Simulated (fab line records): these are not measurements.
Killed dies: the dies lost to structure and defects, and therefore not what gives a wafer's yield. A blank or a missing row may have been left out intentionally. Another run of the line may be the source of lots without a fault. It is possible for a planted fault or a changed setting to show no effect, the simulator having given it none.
Problem report, 8D (eight disciplines) form, completed by code -- flow gf180mcu -- the parts of the form that need people (team, actions taken, sign-off) are left out

## 1. THE ISSUE
Mean TOP_METAL_ALCU_RS at GF_TOP_METAL_RS_MEAS_05: 0.04041 ohm/sq over 2 wafers in 2 lots; fault-free wafers: 0.03278 ohm/sq, standard deviation 0.0002. That puts it +38 standard deviations away from the usual mean.
The step: measures by four-point-probe.
First seen on wafer L314.1, day 32 08:29, on filmMetro-02. The record has a number at this step for 33 wafers belonging to 11 lots. By rule, "out" or "out of limits" means more than 4 standard deviations away from the usual mean. The rest of the wafers with a number are treated as sound.

## 2. WHAT IT IS, WHAT IT ISN'T
question,is,is not
which readings at this step,TOP_METAL_ALCU_RS,-
which lots,"L314, L315","L297, L298, L299, L300, L301, L302, L309, L318, L320"
which wafers of those lots,"L314.1, L315.6","L314.4, L314.6, L315.2, L315.4"
read on which gauges,"filmMetro-02, filmMetro-03",filmMetro-04
when,from day 32 08:29,"up to then (23 sound wafers); but 8 sound wafers of L315, L318, L320 came after"

## 3. WHAT RULES OUT EACH SUSPECT
Counting: a tool at a process step up to the reading stays a suspect if it ran every lot that is out. Sound lots after the first of them don't rule it out here, since some wafers of a struck lot are sound.
- the gauge at GF_TOP_METAL_RS_MEAS_05: ruled out. Those wafers that are out were read across 2 gauges (filmMetro-02, filmMetro-03).
- pvdSputter-02 at GF_TOP_METAL_SPUTTER_02 (material AlCu, target thk 900 nm, time 47.82 s): kept. Ran every lot that is out, first one L314 (day 32 08:24); last sound lot up to then L309 (day 31 01:12).
Left after counting: pvdSputter-02 at GF_TOP_METAL_SPUTTER_02.

## 4. THE CAUSE (what the simulator had put in)
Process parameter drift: pvdSputter-02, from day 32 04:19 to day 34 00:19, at GF_TOP_METAL_SPUTTER_02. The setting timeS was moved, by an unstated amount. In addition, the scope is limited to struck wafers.
After counting, this tool was the only one left.

## 5. THE CHAIN OF EFFECTS, in route order
One row per reading whose mean, taken over the struck wafers that have a number, lies over 3 standard deviations from the usual. Only readings whose record carries a usual standard deviation are examined. hours: median over the lots of the time between each lot's start at the first step of this table that gives one and its start at this step. sigmas: the change, counted in usual standard deviations.
hours,step,reading,usual,on struck wafers,change,sigmas
0,GF_TOP_METAL_RS_MEAS_05,TOP_METAL_ALCU_RS,0.03278 ohm/sq,0.04041,+0.00763,+38
0,GF_TOP_METAL_THK_MEAS_06,TOP_METAL_ALCU_THK,880 nm,713,-167,-24
16,GF_TOP_METAL_METAL_ETCH_16,oesProductAu,0.965 a.u.,0.869,-0.096,-19
16,GF_TOP_METAL_METAL_ETCH_16,throttleValvePct,28.258 %,28.358,+0.100,+10
It contains these process steps:
- GF_TOP_METAL_METAL_ETCH_16: etches the open film in Cl2/BCl3, stops on SiO2, target depth 1077.5 nm, time 179.6 s.
Later steps that measure or inspect, where all struck wafers having a row at the step show a number for every such reading and not one has moved that far: GF_TOP_METAL_OVL_MEAS_15.

## 6. HOW IT WOULD HAVE BEEN CAUGHT EARLIER
In this record the first reading out of limits at a measuring or inspecting step was taken at day 32 08:29, 4 hours after the fault began at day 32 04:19.
An alarm limit of 4 standard deviations would not have fired on the tool readings at GF_TOP_METAL_SPUTTER_02 for which the record gives a usual standard deviation, since none of them was out on any struck wafer.
Of the lots that are out (2), L315 began GF_TOP_METAL_SPUTTER_02 on pvdSputter-02 after day 32 08:29. A tool hold placed at that time would have kept it from harm.
